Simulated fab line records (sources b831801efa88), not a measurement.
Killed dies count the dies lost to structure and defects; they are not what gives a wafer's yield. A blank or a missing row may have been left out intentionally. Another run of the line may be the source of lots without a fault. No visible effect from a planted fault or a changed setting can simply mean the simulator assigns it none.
Which of the tools did it? + flow sky130 + 33 wafers from 11 lots sampled at 2 of the route's 708 steps

## WHAT THE GAUGES SHOWED, per wafer
SKY_SONOS_ONO_THK_MEAS_05. Usual: SONOS_ONO_CVD_04_THK 5.72 nm, standard deviation 0.14.
| lot  | measured     | on           | SONOS_ONO_CVD_04_THK (nm)     | flag |
|------|--------------|--------------|-------------------------------|------|
| L393 | day 11 19:27 | filmMetro-03 | 5.71 5.67 5.72                |      |
| L394 | day 12 03:40 | filmMetro-01 | 5.64 5.70 5.73                |      |
| L395 | day 12 16:33 | filmMetro-01 | 5.53 5.58 5.49                |      |
| L396 | day 12 22:49 | filmMetro-01 | 5.67 5.74 5.71                |      |
| L397 | day 13 03:14 | filmMetro-04 | 5.93 5.89 6.05                |      |
| L398 | day 13 09:34 | filmMetro-01 | 5.69 5.73 5.68                |      |
| L402 | day 14 17:46 | filmMetro-01 | 4.26 4.13 4.33 4.23 4.24 4.31 | OFF  |
| L403 | day 15 02:28 | filmMetro-03 | 4.07 3.94 4.05 4.08 3.98 4.01 | OFF  |
| L411 | day 17 18:56 | filmMetro-01 | 5.36 5.47 5.41                |      |
| L412 | day 18 08:46 | filmMetro-01 | 5.71 5.60 5.61                |      |
| L413 | day 18 13:53 | filmMetro-01 | 5.51 5.52 5.56                |      |

## TOOL THAT RAN EACH LOT (tool first, then ch and the chambers of the sampled wafers, then the start)
| lot  | SKY_SONOS_ONO_CVD_04        |
|------|-----------------------------|
| L393 | lpcvd-03 ch 1, day 11 18:12 |
| L394 | lpcvd-03 ch 1, day 12 02:25 |
| L395 | lpcvd-03 ch 1, day 12 15:16 |
| L396 | lpcvd-03 ch 0, day 12 21:34 |
| L397 | lpcvd-03 ch 1, day 13 01:57 |
| L398 | lpcvd-03 ch 1, day 13 08:19 |
| L402 | lpcvd-03 ch 1, day 14 16:29 |
| L403 | lpcvd-03 ch 0, day 15 01:11 |
| L411 | lpcvd-03 ch 0, day 17 17:41 |
| L412 | lpcvd-03 ch 0, day 18 07:29 |
| L413 | lpcvd-03 ch 1, day 18 12:37 |
- SKY_SONOS_ONO_CVD_04: deposits SiO2 from SiH4/N2O, target thk 5.7199 nm.

## AS READ BY THE TOOLS THEMSELVES (means over the sampled wafers that have a number; for cases with no such wafer, the mark the record gives instead)
SKY_SONOS_ONO_CVD_04. Usual: spikeTcCentreC 900.4 C, standard deviation 1; zonePowerLowerPct 18.5 %, standard deviation 1.
| lot  | tool     | spikeTcCentreC (C) | zonePowerLowerPct (%) | flag |
|------|----------|--------------------|-----------------------|------|
| L393 | lpcvd-03 | 899.9              | 19.9                  |      |
| L394 | lpcvd-03 | 901.0              | 20.1                  |      |
| L395 | lpcvd-03 | 900.4              | 20.2                  |      |
| L396 | lpcvd-03 | 899.3              | 17.8                  |      |
| L397 | lpcvd-03 | 901.4              | 19.8                  |      |
| L398 | lpcvd-03 | 900.0              | 19.9                  |      |
| L402 | lpcvd-03 | 900.4              | 20.0                  |      |
| L403 | lpcvd-03 | 900.3              | 17.7                  |      |
| L411 | lpcvd-03 | 899.1              | 17.9                  |      |
| L412 | lpcvd-03 | 900.8              | 17.8                  |      |
| L413 | lpcvd-03 | 901.0              | 19.9                  |      |

## THE ANSWER, worked out from the rows above alone
Rule: a lot is off if the mean of its wafers that have a number lies more than 3 standard deviations from the usual mean. Also off: a lot with no number at a reading for which 4 or more lots have one. Any other lot the step has rows for is counted as sound. The gauges are gone through in route order, then the tools' own readings, and for those a lot's mean is taken as printed above. The first step at which some lot is off is used, and at that step the reading that is off furthest; a lot without a number counts as furthest.
Off: L402, L403, seen at SKY_SONOS_ONO_THK_MEAS_05 (SONOS_ONO_CVD_04_THK).
A tool fits if, at a process step before that reading, it ran every lot that is off, and no sound lot after the first of them. Those tools and the gauges at SKY_SONOS_ONO_THK_MEAS_05 are tried in the same way. No candidate that was tried fits.

## WHAT THE SIMULATOR HAD INSERTED
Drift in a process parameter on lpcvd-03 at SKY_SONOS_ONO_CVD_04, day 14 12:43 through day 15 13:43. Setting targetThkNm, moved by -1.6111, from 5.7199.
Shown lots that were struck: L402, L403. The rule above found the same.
